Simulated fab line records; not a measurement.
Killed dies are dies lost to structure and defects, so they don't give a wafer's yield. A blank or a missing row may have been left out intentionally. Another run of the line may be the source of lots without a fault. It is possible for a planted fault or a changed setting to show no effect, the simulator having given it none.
fab line records / flow sky130
record lots=5 wafers=15 last_day=49
route steps=708 shown PAD_OPEN@699
lots that met no fault: taken from a fault-free run of the same line
start_h: hours from the record's opening day to when the first of the lot's shown wafers began / wait_h: hours elapsed since this lot's preceding step / " the same as in the row above / L1.1+2: a single row standing in for several wafers / - no value present, or no start provided / * or withheld: withheld / < > ~ a bound
route shown NAME@n: a module of which the file shows steps, and the number in the route of the first / usual: the fault-free wafers' mean and standard deviation / same: alike in all rows / chamber/n: place in a boat / sites: the reading at each site / _std_site: how widely they spread, as a standard deviation / _edge_site: the outer-site mean with the inner-site mean subtracted / radius_mm: for every site, how far away it sits from the centre of the wafer / mask NAME#n: copy n / behind: the last tool/chamber to shape the wafer / hold: reason for holding the lot/hours on hold/outcome of the hold / device: the transistor (n, p or np) that didn't switch / end of line: tests of these same wafers at the route's end / for a step that has no rows: nothing shown but its recipe / killed: the dies lost at the first sort to structure and to defects; this is not the yield of the wafer / map: a wafer's dies, marking killed ones x, the rest . and places with no die _
set.NAME: the setting the step ran with; set.NAME@STEP: the setting that earlier step ran with / model.NAME: the simulator's own value behind a step, which no gauge read
certain route steps with their lots: each step a table, each wafer a row
services: the hour from which a tool's chamber was out of use, counted from the record's first day as start_h (under 0 if before that day), plus the number of hours and why
## steps
# step SKY_PAD_OPEN_PEB_05
# recipe temp_c=115 time_s=withheld
lot.wafer=L075.1+2+5 tool=litho_track-03 chamber=0 start_h=- wait_h=-
lot.wafer=L077.4+5+6 tool=litho_track-01 chamber=0 start_h=- wait_h=-
lot.wafer=L080.1+3+6 tool=litho_track-03 chamber=0 start_h=- wait_h=-
lot.wafer=L084.2+3+5 tool=litho_track-04 chamber=0 start_h=- wait_h=-
lot.wafer=L094.1+3+5 tool=litho_track-04 chamber=0 start_h=- wait_h=-
# step SKY_PAD_OPEN_DEVELOP_06
# recipe develop_time_s=60 dev_temp_c=23
lot.wafer=L075.1+2+5 tool=litho_track-03 chamber=0 start_h=- wait_h=-
lot.wafer=L077.4+5+6 tool=litho_track-01 chamber=0 start_h=- wait_h=-
lot.wafer=L080.1+3+6 tool=litho_track-03 chamber=0 start_h=- wait_h=-
lot.wafer=L084.2+3+5 tool=litho_track-04 chamber=0 start_h=- wait_h=-
lot.wafer=L094.1+3+5 tool=litho_track-04 chamber=0 start_h=- wait_h=-
# step SKY_PAD_OPEN_ETCH_07
# recipe chemistry=CF4/O2 target_depth_nm=725 stop_on=AlCu source_w=800 bias_w=150 pressure_mtorr=150 cf4_flow_sccm=80 O2_flow_sccm=10 time_s=161.1
# usual O2_flow_sccm=9.998/0.028 drypump_motor_current_A=5.8/0.35 oes_product_au=0.977/0.0073 throttle_valve_pct=5.965/0.0092
# same time_s=161.1
lot.wafer=L075.1 tool=rie_diel-03 chamber=1 start_h=1087.55 wait_h=- O2_flow_sccm=10.002 drypump_motor_current_A=5.2 oes_product_au=0.964 rf_hours_counter_h=21 throttle_valve_pct=5.961
lot.wafer=L075.2 tool=rie_diel-03 chamber=3 start_h=1087.55 wait_h=- O2_flow_sccm=9.989 drypump_motor_current_A=5.7 oes_product_au=0.980 rf_hours_counter_h=24 throttle_valve_pct=5.975
lot.wafer=L075.5 tool=rie_diel-03 chamber=1 start_h=1087.55 wait_h=- O2_flow_sccm=10.048 drypump_motor_current_A=5.2 oes_product_au=0.987 rf_hours_counter_h=- throttle_valve_pct=5.964
lot.wafer=L077.4 tool=rie_diel-02 chamber=2 start_h=1092.34 wait_h=- O2_flow_sccm=10.003 drypump_motor_current_A=5.4 oes_product_au=0.979 rf_hours_counter_h=28 throttle_valve_pct=5.965
lot.wafer=L077.5 tool=rie_diel-02 chamber=1 start_h=1092.34 wait_h=- O2_flow_sccm=9.961 drypump_motor_current_A=5.9 oes_product_au=0.983 rf_hours_counter_h=- throttle_valve_pct=5.981
lot.wafer=L077.6 tool=rie_diel-02 chamber=2 start_h=1092.34 wait_h=- O2_flow_sccm=10.006 drypump_motor_current_A=5.4 oes_product_au=0.990 rf_hours_counter_h=- throttle_valve_pct=5.964
lot.wafer=L080.1 tool=rie_diel-03 chamber=1 start_h=1120.20 wait_h=- O2_flow_sccm=10.068 drypump_motor_current_A=5.2 oes_product_au=0.972 rf_hours_counter_h=22 throttle_valve_pct=5.964
lot.wafer=L080.3 tool=rie_diel-03 chamber=3 start_h=1120.20 wait_h=- O2_flow_sccm=9.997 drypump_motor_current_A=5.7 oes_product_au=0.977 rf_hours_counter_h=26 throttle_valve_pct=5.967
lot.wafer=L080.6 tool=rie_diel-03 chamber=3 start_h=1120.20 wait_h=- O2_flow_sccm=10.030 drypump_motor_current_A=5.7 oes_product_au=0.972 rf_hours_counter_h=- throttle_valve_pct=5.975
lot.wafer=L084.2 tool=rie_diel-02 chamber=2 start_h=1143.21 wait_h=- O2_flow_sccm=10.004 drypump_motor_current_A=5.4 oes_product_au=0.974 rf_hours_counter_h=30 throttle_valve_pct=5.969
lot.wafer=L084.3 tool=rie_diel-02 chamber=3 start_h=1143.21 wait_h=- O2_flow_sccm=9.936 drypump_motor_current_A=6.1 oes_product_au=0.958 rf_hours_counter_h=32 throttle_valve_pct=5.954
lot.wafer=L084.5 tool=rie_diel-02 chamber=1 start_h=1143.21 wait_h=- O2_flow_sccm=9.991 drypump_motor_current_A=5.9 oes_product_au=0.975 rf_hours_counter_h=- throttle_valve_pct=5.962
lot.wafer=L094.1 tool=rie_diel-03 chamber=0 start_h=1184.81 wait_h=- O2_flow_sccm=9.947 drypump_motor_current_A=6.4 oes_product_au=0.978 rf_hours_counter_h=30 throttle_valve_pct=5.966
lot.wafer=L094.3 tool=rie_diel-03 chamber=2 start_h=1184.81 wait_h=- O2_flow_sccm=9.942 drypump_motor_current_A=6.2 oes_product_au=0.980 rf_hours_counter_h=31 throttle_valve_pct=5.963
lot.wafer=L094.5 tool=rie_diel-03 chamber=3 start_h=1184.81 wait_h=- O2_flow_sccm=10.039 drypump_motor_current_A=5.7 oes_product_au=0.977 rf_hours_counter_h=- throttle_valve_pct=5.984
# step SKY_PAD_OPEN_STRIP_08
# recipe chemistry=O2/N2 power_w=1400 pressure_mtorr=1500 platen_temp_c=withheld overash_fraction=0.7 o2_flow_sccm=3000 n2_flow_sccm=300
# usual drypump_motor_current_A=5.9/0.3 oes_product_au=0.662/0.0046
lot.wafer=L075.1 tool=plasma_asher-04 chamber=1 start_h=1087.66 wait_h=0.1 drypump_motor_current_A=6.0 oes_product_au=0.660 rf_hours_counter_h=2
lot.wafer=L075.2 tool=plasma_asher-04 chamber=0 start_h=1087.66 wait_h=0.1 drypump_motor_current_A=5.8 oes_product_au=0.667 rf_hours_counter_h=2
lot.wafer=L075.5 tool=plasma_asher-04 chamber=0 start_h=1087.66 wait_h=0.1 drypump_motor_current_A=5.7 oes_product_au=0.664 rf_hours_counter_h=-
lot.wafer=L077.4 tool=plasma_asher-03 chamber=1 start_h=1092.48 wait_h=0.1 drypump_motor_current_A=5.3 oes_product_au=0.655 rf_hours_counter_h=-
lot.wafer=L077.5 tool=plasma_asher-03 chamber=0 start_h=1092.48 wait_h=0.1 drypump_motor_current_A=6.1 oes_product_au=0.659 rf_hours_counter_h=-
lot.wafer=L077.6 tool=plasma_asher-03 chamber=1 start_h=1092.48 wait_h=0.1 drypump_motor_current_A=5.3 oes_product_au=0.663 rf_hours_counter_h=-
lot.wafer=L080.1 tool=plasma_asher-04 chamber=1 start_h=1120.31 wait_h=0.1 drypump_motor_current_A=6.0 oes_product_au=0.662 rf_hours_counter_h=5
lot.wafer=L080.3 tool=plasma_asher-04 chamber=1 start_h=1120.31 wait_h=0.1 drypump_motor_current_A=6.0 oes_product_au=0.665 rf_hours_counter_h=-
lot.wafer=L080.6 tool=plasma_asher-04 chamber=0 start_h=1120.31 wait_h=0.1 drypump_motor_current_A=5.7 oes_product_au=0.662 rf_hours_counter_h=-
lot.wafer=L084.2 tool=plasma_asher-01 chamber=0 start_h=1143.32 wait_h=0.1 drypump_motor_current_A=5.9 oes_product_au=0.665 rf_hours_counter_h=72
lot.wafer=L084.3 tool=plasma_asher-01 chamber=0 start_h=1143.32 wait_h=0.1 drypump_motor_current_A=5.9 oes_product_au=0.660 rf_hours_counter_h=-
lot.wafer=L084.5 tool=plasma_asher-01 chamber=1 start_h=1143.32 wait_h=0.1 drypump_motor_current_A=6.2 oes_product_au=0.674 rf_hours_counter_h=-
lot.wafer=L094.1 tool=plasma_asher-03 chamber=1 start_h=1184.92 wait_h=0.1 drypump_motor_current_A=5.3 oes_product_au=0.667 rf_hours_counter_h=43
lot.wafer=L094.3 tool=plasma_asher-03 chamber=1 start_h=1184.92 wait_h=0.1 drypump_motor_current_A=5.3 oes_product_au=0.675 rf_hours_counter_h=-
lot.wafer=L094.5 tool=plasma_asher-03 chamber=1 start_h=1184.92 wait_h=0.1 drypump_motor_current_A=5.3 oes_product_au=0.668 rf_hours_counter_h=-
# step SKY_PAD_OPEN_STRIP_09
# recipe chemistry=post_etch_residue_remover time_s=1200 temp_c=72.5
# same time_s=1200
lot.wafer=L075.1+2+5 tool=wet_bench-01 chamber=3 start_h=1087.76 wait_h=0.1
lot.wafer=L077.4+5+6 tool=wet_bench-03 chamber=2 start_h=1092.55 wait_h=0.0
lot.wafer=L080.1+3+6 tool=wet_bench-03 chamber=0 start_h=1120.41 wait_h=0.1
lot.wafer=L084.2+3+5 tool=wet_bench-03 chamber=3 start_h=1143.42 wait_h=0.1
lot.wafer=L094.1+3+5 tool=wet_bench-01 chamber=2 start_h=1185.02 wait_h=0.1
# step SKY_PAD_OPEN_CLEAN_10
# recipe chemistry=IPA time_s=180 temp_c=25
# same time_s=180
lot.wafer=L075.1+2+5 tool=wet_bench-04 chamber=2 start_h=1088.10 wait_h=0.0
lot.wafer=L077.4+5+6 tool=wet_bench-04 chamber=0 start_h=1092.89 wait_h=0.0
lot.wafer=L080.1+3+6 tool=wet_bench-01 chamber=3 start_h=1120.75 wait_h=0.0
lot.wafer=L084.2+3+5 tool=wet_bench-01 chamber=1 start_h=1143.76 wait_h=0.0
lot.wafer=L094.1+3+5 tool=wet_bench-04 chamber=3 start_h=1185.36 wait_h=0.0
# step SKY_PAD_OPEN_CLEAN_11
# recipe chemistry=O3/DIW dry=n2_spin
lot.wafer=L075.1+2+5 tool=wet_bench-01 chamber=2 start_h=1088.16 wait_h=0.0
lot.wafer=L077.4+5+6 tool=wet_bench-03 chamber=1 start_h=1092.96 wait_h=0.0
lot.wafer=L080.1+3+6 tool=wet_bench-04 chamber=2 start_h=1120.81 wait_h=0.0
lot.wafer=L084.2+3+5 tool=wet_bench-03 chamber=1 start_h=1143.82 wait_h=0.0
lot.wafer=L094.1+3+5 tool=wet_bench-01 chamber=0 start_h=1185.42 wait_h=0.0
# step SKY_PAD_OPEN_ANNEAL_12
# recipe temp_c=400 time_s=withheld ambient=N2/H2 idle_temp_c=300 ramp_up_c_per_min=8 ramp_down_c_per_min=4
# usual ramp_down_c_per_min=4.0001/0.00066
lot.wafer=L075.1 tool=furnace-01 chamber=0 start_h=1088.25 wait_h=0.0 ramp_down_c_per_min=4.0010
lot.wafer=L075.2 tool=furnace-01 chamber=0 start_h=1088.25 wait_h=0.0 ramp_down_c_per_min=4.0014
lot.wafer=L075.5 tool=furnace-01 chamber=0 start_h=1088.25 wait_h=0.0 ramp_down_c_per_min=3.9999
lot.wafer=L077.4 tool=furnace-01 chamber=0 start_h=1093.05 wait_h=0.0 ramp_down_c_per_min=3.9997
lot.wafer=L077.5 tool=furnace-01 chamber=0 start_h=1093.05 wait_h=0.0 ramp_down_c_per_min=3.9995
lot.wafer=L077.6 tool=furnace-01 chamber=0 start_h=1093.05 wait_h=0.0 ramp_down_c_per_min=3.9998
lot.wafer=L080.1 tool=furnace-01 chamber=0 start_h=1120.91 wait_h=0.0 ramp_down_c_per_min=3.9996
lot.wafer=L080.3 tool=furnace-01 chamber=0 start_h=1120.91 wait_h=0.0 ramp_down_c_per_min=3.9993
lot.wafer=L080.6 tool=furnace-01 chamber=0 start_h=1120.91 wait_h=0.0 ramp_down_c_per_min=4.0003
lot.wafer=L084.2 tool=furnace-02 chamber=0 start_h=1143.91 wait_h=0.0 ramp_down_c_per_min=3.9996
lot.wafer=L084.3 tool=furnace-02 chamber=0 start_h=1143.91 wait_h=0.0 ramp_down_c_per_min=4.0006
lot.wafer=L084.5 tool=furnace-02 chamber=0 start_h=1143.91 wait_h=0.0 ramp_down_c_per_min=3.9991
lot.wafer=L094.1 tool=furnace-02 chamber=0 start_h=1185.51 wait_h=0.0 ramp_down_c_per_min=3.9993
lot.wafer=L094.3 tool=furnace-02 chamber=0 start_h=1185.51 wait_h=0.0 ramp_down_c_per_min=4.0006
lot.wafer=L094.5 tool=furnace-02 chamber=0 start_h=1185.51 wait_h=0.0 ramp_down_c_per_min=3.9994
# step SKY_PAD_OPEN_BOW_MEAS_13
# recipe mode=bow
# usual PAD_OPEN_BOW=47/9.2
lot.wafer=L075.1 tool=film_metro-03 chamber=- start_h=1089.75 wait_h=- PAD_OPEN_BOW[um]=56
lot.wafer=L075.2 tool=film_metro-03 chamber=- start_h=1089.75 wait_h=- PAD_OPEN_BOW[um]=48
lot.wafer=L075.5 tool=film_metro-03 chamber=- start_h=1089.75 wait_h=- PAD_OPEN_BOW[um]=34
lot.wafer=L077.4 tool=film_metro-02 chamber=- start_h=1094.61 wait_h=- PAD_OPEN_BOW[um]=65
lot.wafer=L077.5 tool=film_metro-02 chamber=- start_h=1094.61 wait_h=- PAD_OPEN_BOW[um]=46
lot.wafer=L077.6 tool=film_metro-02 chamber=- start_h=1094.61 wait_h=- PAD_OPEN_BOW[um]=49
lot.wafer=L080.1 tool=film_metro-01 chamber=- start_h=1122.41 wait_h=- PAD_OPEN_BOW[um]=56
lot.wafer=L080.3 tool=film_metro-01 chamber=- start_h=1122.41 wait_h=- PAD_OPEN_BOW[um]=65
lot.wafer=L080.6 tool=film_metro-01 chamber=- start_h=1122.41 wait_h=- PAD_OPEN_BOW[um]=49
lot.wafer=L084.2 tool=film_metro-02 chamber=- start_h=1145.43 wait_h=- PAD_OPEN_BOW[um]=33
lot.wafer=L084.3 tool=film_metro-02 chamber=- start_h=1145.43 wait_h=- PAD_OPEN_BOW[um]=36
lot.wafer=L084.5 tool=film_metro-02 chamber=- start_h=1145.43 wait_h=- PAD_OPEN_BOW[um]=44
lot.wafer=L094.1 tool=film_metro-02 chamber=- start_h=1187.01 wait_h=- PAD_OPEN_BOW[um]=34
lot.wafer=L094.3 tool=film_metro-02 chamber=- start_h=1187.01 wait_h=- PAD_OPEN_BOW[um]=42
lot.wafer=L094.5 tool=film_metro-02 chamber=- start_h=1187.01 wait_h=- PAD_OPEN_BOW[um]=32
# step SKY_PAD_OPEN_PROBE_99
# usual defect_limited_yield=82.3/2 killed_at_M0_to_M3=43/7.3 killed_at_M4_up=3.1/1.7 killed_at_contacts=25/5.3 killed_at_front_end=15/4.3 killed_at_other=0.2/0.54 killed_dies=87/10 killed_open=48/7.6 killed_short=38/6.1 sort_bin_3_pad_short=0.9/0.42 sort_bin_5_function=10.5/1.5 sort_bin_6_memory=6.3/1.2 sort_n_pass=405/10 sort_yield_pct=82.3/2
# same gross_dies=492 killed_at_back_side=0 sort_bin_4_leakage[%]=0 sort_bin_8_speed[%]=0
lot.wafer=L077.4 tool=prober-01 chamber=- start_h=1094.82 wait_h=0.2 defect_limited_yield[%]=83.9 killed_at_M0_to_M3=26 killed_at_M4_up=3 killed_at_contacts=35 killed_at_front_end=15 killed_at_other=0 killed_dies=79 killed_open=35 killed_short=44 sort_bin_3_pad_short[%]=0.8 sort_bin_5_function[%]=10.6 sort_bin_6_memory[%]=4.7 sort_n_pass=413 sort_yield_pct[%]=83.9
lot.wafer=L077.5 tool=prober-01 chamber=- start_h=1094.87 wait_h=0.2 defect_limited_yield[%]=85.4 killed_at_M0_to_M3=24 killed_at_M4_up=4 killed_at_contacts=23 killed_at_front_end=21 killed_at_other=0 killed_dies=72 killed_open=40 killed_short=32 sort_bin_3_pad_short[%]=0.4 sort_bin_5_function[%]=8.5 sort_bin_6_memory[%]=5.7 sort_n_pass=420 sort_yield_pct[%]=85.4
lot.wafer=L077.6 tool=prober-01 chamber=- start_h=1094.92 wait_h=0.2 defect_limited_yield[%]=85.2 killed_at_M0_to_M3=41 killed_at_M4_up=2 killed_at_contacts=18 killed_at_front_end=12 killed_at_other=0 killed_dies=73 killed_open=42 killed_short=31 sort_bin_3_pad_short[%]=0.6 sort_bin_5_function[%]=8.7 sort_bin_6_memory[%]=5.5 sort_n_pass=419 sort_yield_pct[%]=85.2
# killed by level:class
L077.4 CONTACT:geometric_particle:open=12 LI_CONTACT:geometric_particle:open=8 METAL1:geometric_particle:short=8 CONTACT:geometric_particle:short=7 LOCAL_INTERCONNECT:geometric_particle:short=6 METAL2:geometric_particle:short=5 POLY_GATE:geometric_particle:short=5 POLY_GATE:geometric_particle:open=5
L077.5 CONTACT:geometric_particle:open=9 LI_CONTACT:geometric_particle:open=8 POLY_GATE:geometric_particle:short=7 VIA1:geometric_particle:open=6 FIELD_ISO:geometric_particle:short=5 CONTACT:geometric_particle:short=4 FIELD_ISO:geometric_particle:open=3 POLY_GATE:geometric_particle:open=3
L077.6 VIA1:geometric_particle:open=11 CONTACT:geometric_particle:open=9 VIA3:geometric_particle:open=8 VIA1:geometric_particle:short=6 LOCAL_INTERCONNECT:geometric_particle:short=4 VIA2:geometric_particle:open=4 FIELD_ISO:geometric_particle:open=3 POLY_GATE:geometric_particle:short=3
## services
tool=plasma_asher-04 chamber=0 start_h=1064.25 hours=- kind=clean
tool=plasma_asher-04 chamber=1 start_h=1064.25 hours=- kind=clean
tool=plasma_asher-04 chamber=- start_h=1079.26 hours=4.6 kind=repair
tool=rie_diel-03 chamber=2 start_h=1097.37 hours=5.3 kind=repair
tool=litho_track-01 chamber=- start_h=1105.78 hours=- kind=consumable_replace:filter
tool=rie_diel-02 chamber=- start_h=1106.42 hours=1.5 kind=repair
tool=rie_diel-03 chamber=2 start_h=1119.88 hours=3.8 kind=repair
tool=rie_diel-03 chamber=2 start_h=1133.48 hours=2.4 kind=repair
tool=plasma_asher-04 chamber=- start_h=1137.00 hours=2.8 kind=pm
tool=rie_diel-02 chamber=0 start_h=1141.75 hours=4.4 kind=repair
tool=rie_diel-02 chamber=0 start_h=1151.78 hours=4.5 kind=repair
tool=furnace-01 chamber=- start_h=1156.80 hours=3.1 kind=pm
tool=furnace-02 chamber=- start_h=1160.23 hours=3.6 kind=pm
tool=rie_diel-02 chamber=3 start_h=1160.54 hours=- kind=clean
tool=rie_diel-02 chamber=3 start_h=1160.54 hours=- kind=consumable_replace:focus_ring
tool=rie_diel-02 chamber=3 start_h=1160.54 hours=18.8 kind=scheduled_down
tool=rie_diel-02 chamber=3 start_h=1160.54 hours=18.8 kind=vent_cycle
tool=plasma_asher-01 chamber=- start_h=1160.74 hours=1.7 kind=repair
tool=furnace-02 chamber=- start_h=1163.84 hours=3.0 kind=pm
tool=furnace-01 chamber=- start_h=1166.94 hours=3.0 kind=pm
tool=furnace-01 chamber=- start_h=1172.11 hours=1.6 kind=pm
tool=furnace-01 chamber=- start_h=1173.82 hours=3.3 kind=repair
## key
fault none
